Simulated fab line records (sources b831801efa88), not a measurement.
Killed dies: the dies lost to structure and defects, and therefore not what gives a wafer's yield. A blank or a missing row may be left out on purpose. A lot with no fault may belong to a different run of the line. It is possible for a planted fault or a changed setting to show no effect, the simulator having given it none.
Which tool is to blame?    flow gf180mcu    6 lots with 18 wafers sampled at 3 steps, on a route of 602 steps

== WHAT EACH GAUGE READ, for each wafer ==
GF_PASSIVATION_THK_MEAS_01.
lot   measured      on             PASSIVATION_CVD_00_THK (nm)
L452  day 29 02:01  film_metro-01  997 991 1016
L454  day 29 18:27  film_metro-01  991 985 1023
L457  day 30 13:41  film_metro-04  994 1017 1002
L461  day 31 16:43  film_metro-01  1002 1009 1035
L464  day 32 10:12  film_metro-03  983 997 1013
L472  day 34 12:25  film_metro-01  990 987 1001

== TOOL THAT RAN EACH LOT (tool first, then ch and the chambers of the sampled wafers, then the start) ==
lot   GF_M3_SPUTTER_04              GF_V5_ETCH_16
L452  pvd_sputter-02, day 21 12:07  rie_diel-04 ch 0,3, day 28 03:32
L454  pvd_sputter-03, day 22 08:37  rie_diel-02 ch 0,2,3, day 28 20:14
L457  pvd_sputter-02, day 23 06:59  rie_diel-02 ch 0,1,3, day 29 16:22
L461  pvd_sputter-02, day 24 18:38  rie_diel-02 ch 0,1, day 30 20:23
L464  pvd_sputter-02, day 25 16:40  rie_diel-03 ch 0,2, day 31 14:56
L472  pvd_sputter-03, day 28 08:40  rie_diel-04 ch 1,2, day 33 19:30
- GF_M3_SPUTTER_04: material TiN, target thk 50 nm, time 41.7 s.
- GF_V5_ETCH_16: etches BARC in N2/H2.

== THE ANSWER, worked out from the rows above alone ==
Rule: the lots themselves supply what counts as usual. The widest of any qualifying gaps counts: lots, ordered by their means at a reading, are off when they make up no more than a third of the lots, leave a main group of 4 or more, and stand apart from it by 3 or more times the standard deviation of that group's means. The tables above print the reading to a certain number of digits; a main group whose means all agree to those digits is not used. Also off: a lot with no number at a reading for which 4 or more lots have one. Any other lot the step has rows for is counted as sound.
Across all readings shown, no lot is off: no conclusion can be drawn from this.

== WHAT THE SIMULATOR HAD PUT IN ==
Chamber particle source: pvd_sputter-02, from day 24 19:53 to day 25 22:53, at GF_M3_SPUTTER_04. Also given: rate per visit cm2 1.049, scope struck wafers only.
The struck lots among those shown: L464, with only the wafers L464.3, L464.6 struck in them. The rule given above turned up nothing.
